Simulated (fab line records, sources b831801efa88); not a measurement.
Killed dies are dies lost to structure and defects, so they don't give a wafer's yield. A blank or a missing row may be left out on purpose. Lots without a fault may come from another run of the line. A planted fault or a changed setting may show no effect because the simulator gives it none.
Which tool did it? | flow sky130 | 14 lots, 42 wafers sampled, at 4 steps of a route of 708

WHAT THE GAUGES READ, wafer by wafer
The record holds no reading of a measuring or inspecting step that can be judged against a usual standard deviation.

WHICH TOOL RAN EACH LOT (tool, then ch and the chambers of the sampled wafers, then the start)
lot  | SKY_VIA1_SPUTTER_20          | SKY_METAL2_SPUTTER_00        | SKY_METAL2_PEB_13                 | SKY_METAL2_ETCH_18
L767 | pvd_sputter-02, day 33 08:40 | pvd_sputter-01, day 33 09:18 | litho_track-03 ch 0, day 34 12:00 | rie_metal-04 ch 0,1, day 34 13:27
L768 | pvd_sputter-03, day 34 08:39 | pvd_sputter-04, day 34 09:17 | litho_track-03 ch 0, day 35 12:00 | rie_metal-03 ch 0,1, day 35 12:45
L769 | pvd_sputter-04, day 35 04:10 | pvd_sputter-01, day 35 04:47 | litho_track-03 ch 0, day 36 06:00 | rie_metal-03 ch 0,1, day 36 07:34
L771 | pvd_sputter-04, day 35 07:53 | pvd_sputter-01, day 35 08:31 | litho_track-01 ch 0, day 36 11:00 | rie_metal-04 ch 0, day 36 11:34
L770 | pvd_sputter-04, day 35 12:00 | pvd_sputter-01, day 35 12:38 | litho_track-01 ch 0, day 36 14:00 | rie_metal-01 ch 0,1, day 36 15:16
L772 | pvd_sputter-03, day 36 07:19 | pvd_sputter-01, day 36 07:57 | litho_track-04 ch 0, day 37 10:00 | rie_metal-03 ch 0, day 37 10:43
L773 | pvd_sputter-03, day 36 23:38 | pvd_sputter-04, day 37 00:16 | litho_track-01 ch 0, day 38 01:00 | rie_metal-01 ch 0,1, day 38 01:55
L775 | pvd_sputter-04, day 37 00:02 | pvd_sputter-04, day 37 00:40 | litho_track-01 ch 0, day 38 01:00 | rie_metal-03 ch 0, day 38 02:19
L774 | pvd_sputter-04, day 37 04:05 | pvd_sputter-01, day 37 04:43 | litho_track-03 ch 0, day 38 06:00 | rie_metal-01 ch 0,1, day 38 07:03
L780 | pvd_sputter-04, day 39 00:22 | pvd_sputter-02, day 39 01:13 | litho_track-03, day 40 00:00      | rie_metal-04 ch 1, day 40 01:23
L779 | pvd_sputter-03, day 39 01:59 | pvd_sputter-02, day 39 03:05 | litho_track-03, day 40 03:00      | rie_metal-03 ch 0, day 40 03:44
L787 | pvd_sputter-04, day 40 10:02 | pvd_sputter-01, day 40 10:40 | litho_track-03 ch 0, day 41 10:00 | rie_metal-04 ch 0,1, day 41 11:06
L789 | pvd_sputter-03, day 40 16:06 | pvd_sputter-02, day 40 16:44 | litho_track-01 ch 0, day 41 16:00 | rie_metal-03 ch 0,1, day 41 17:01
L790 | pvd_sputter-02, day 41 06:20 | pvd_sputter-04, day 41 06:58 | litho_track-03 ch 0, day 42 05:00 | rie_metal-03 ch 0,1, day 42 06:09
- SKY_VIA1_SPUTTER_20: material TiN, target thk 20 nm, time 80 s.
- SKY_METAL2_SPUTTER_00: material Ti, target thk 15 nm, time 10 s.
- SKY_METAL2_PEB_13
- SKY_METAL2_ETCH_18: etches BARC in N2/H2, stops on SiO2, time 45.9 s, target depth 60 nm.

WHAT THE TOOLS THEMSELVES READ (means of the sampled wafers that have a number; where no wafer has one, the mark that the record gives instead)
SKY_VIA1_SPUTTER_20. Usual: cathode_dc_power_W 4000.0 W, standard deviation 0.69; throttle_valve_pct 29.5 %, standard deviation 1.1.
lot  | tool           | cathode_dc_power_W (W) | throttle_valve_pct (%) | flag
L767 | pvd_sputter-02 | 4000.9                 | 30.2                   |
L768 | pvd_sputter-03 | 4000.1                 | 29.0                   |
L769 | pvd_sputter-04 | 4000.3                 | 29.0                   |
L771 | pvd_sputter-04 | 4000.2                 | 29.7                   |
L770 | pvd_sputter-04 | 4000.1                 | 29.7                   |
L772 | pvd_sputter-03 | 3999.3                 | 29.6                   |
L773 | pvd_sputter-03 | 4000.0                 | 29.3                   |
L775 | pvd_sputter-04 | 4000.4                 | 29.5                   |
L774 | pvd_sputter-04 | 4000.3                 | 29.0                   |
L780 | pvd_sputter-04 | 4000.0                 | 29.2                   |
L779 | pvd_sputter-03 | 3999.9                 | 29.6                   |
L787 | pvd_sputter-04 | 4000.0                 | 29.3                   |
L789 | pvd_sputter-03 | 3999.5                 | 29.8                   |
L790 | pvd_sputter-02 | 4000.3                 | 30.0                   |

SKY_METAL2_SPUTTER_00. Usual: cathode_dc_power_W 3000.0 W, standard deviation 0.62; throttle_valve_pct 29.6 %, standard deviation 1.1.
lot  | tool           | cathode_dc_power_W (W) | throttle_valve_pct (%) | flag
L767 | pvd_sputter-01 | 2999.6                 | 29.4                   |
L768 | pvd_sputter-04 | 2999.9                 | 29.6                   |
L769 | pvd_sputter-01 | 2999.5                 | 31.0                   |
L771 | pvd_sputter-01 | 2999.2                 | 29.6                   |
L770 | pvd_sputter-01 | 3000.0                 | 30.3                   |
L772 | pvd_sputter-01 | 2999.7                 | 29.7                   |
L773 | pvd_sputter-04 | 3000.2                 | 29.2                   |
L775 | pvd_sputter-04 | 2999.4                 | 29.8                   |
L774 | pvd_sputter-01 | 3000.3                 | 30.0                   |
L780 | pvd_sputter-02 | 2999.8                 | 31.1                   |
L779 | pvd_sputter-02 | 3000.1                 | 30.1                   |
L787 | pvd_sputter-01 | 2999.8                 | 29.4                   |
L789 | pvd_sputter-02 | 3000.3                 | 29.9                   |
L790 | pvd_sputter-04 | 2999.8                 | 29.3                   |

SKY_METAL2_PEB_13. Usual: exhaust_pa 44.7 Pa, standard deviation 0.83.
lot  | tool           | exhaust_pa (Pa) | flag
L767 | litho_track-03 | 44.5            |
L768 | litho_track-03 | 45.7            |
L769 | litho_track-03 | 44.6            |
L771 | litho_track-01 | 45.0            |
L770 | litho_track-01 | 44.6            |
L772 | litho_track-04 | 45.3            |
L773 | litho_track-01 | 44.4            |
L775 | litho_track-01 | 44.2            |
L774 | litho_track-03 | 44.1            |
L780 | litho_track-03 | -               | OFF
L779 | litho_track-03 | -               | OFF
L787 | litho_track-03 | 44.1            |
L789 | litho_track-01 | 44.8            |
L790 | litho_track-03 | 44.8            |

SKY_METAL2_ETCH_18. Usual: drypump_motor_current_A 6.1 A, standard deviation 0.47; oes_product_au 0.855 a.u., standard deviation 0.0045; throttle_valve_pct 13.225 %, standard deviation 0.0094.
lot  | tool         | drypump_motor_current_A (A) | oes_product_au (a.u.) | throttle_valve_pct (%) | flag
L767 | rie_metal-04 | 6.1                         | 0.856                 | 13.231                 |
L768 | rie_metal-03 | 6.2                         | 0.853                 | 13.226                 |
L769 | rie_metal-03 | 6.3                         | 0.857                 | 13.219                 |
L771 | rie_metal-04 | 5.9                         | 0.853                 | 13.230                 |
L770 | rie_metal-01 | 5.4                         | 0.859                 | 13.227                 |
L772 | rie_metal-03 | 6.6                         | 0.857                 | 13.222                 |
L773 | rie_metal-01 | 5.7                         | 0.860                 | 13.235                 |
L775 | rie_metal-03 | 6.5                         | 0.853                 | 13.231                 |
L774 | rie_metal-01 | 5.4                         | 0.854                 | 13.227                 |
L780 | rie_metal-04 | 6.5                         | 0.857                 | 13.224                 |
L779 | rie_metal-03 | 6.5                         | 0.855                 | 13.223                 |
L787 | rie_metal-04 | 6.1                         | 0.855                 | 13.215                 |
L789 | rie_metal-03 | 6.3                         | 0.852                 | 13.219                 |
L790 | rie_metal-03 | 6.3                         | 0.858                 | 13.232                 |

THE ANSWER, worked out from the rows above alone
Rule: a lot is off if the mean of its wafers that have a number lies more than 3 standard deviations from the usual mean. A lot without any number at a reading at which 4 lots or more have one is off too. The other lots that the step has rows for count as sound. The gauges are gone through in route order, then the tools' own readings, and for those a lot's mean is taken as printed above. The first step at which some lot is off is used, and at that step the reading that is off furthest; a lot without a number counts as furthest.
Off: L780, L779, at SKY_METAL2_PEB_13 (exhaust_pa). Without a number there: L780, L779.
A tool fits if, at that step or a process step before it, it ran every lot that is off, and no sound lot after the first of them. None of those tried fits.

WHAT THE SIMULATOR HAD PUT IN
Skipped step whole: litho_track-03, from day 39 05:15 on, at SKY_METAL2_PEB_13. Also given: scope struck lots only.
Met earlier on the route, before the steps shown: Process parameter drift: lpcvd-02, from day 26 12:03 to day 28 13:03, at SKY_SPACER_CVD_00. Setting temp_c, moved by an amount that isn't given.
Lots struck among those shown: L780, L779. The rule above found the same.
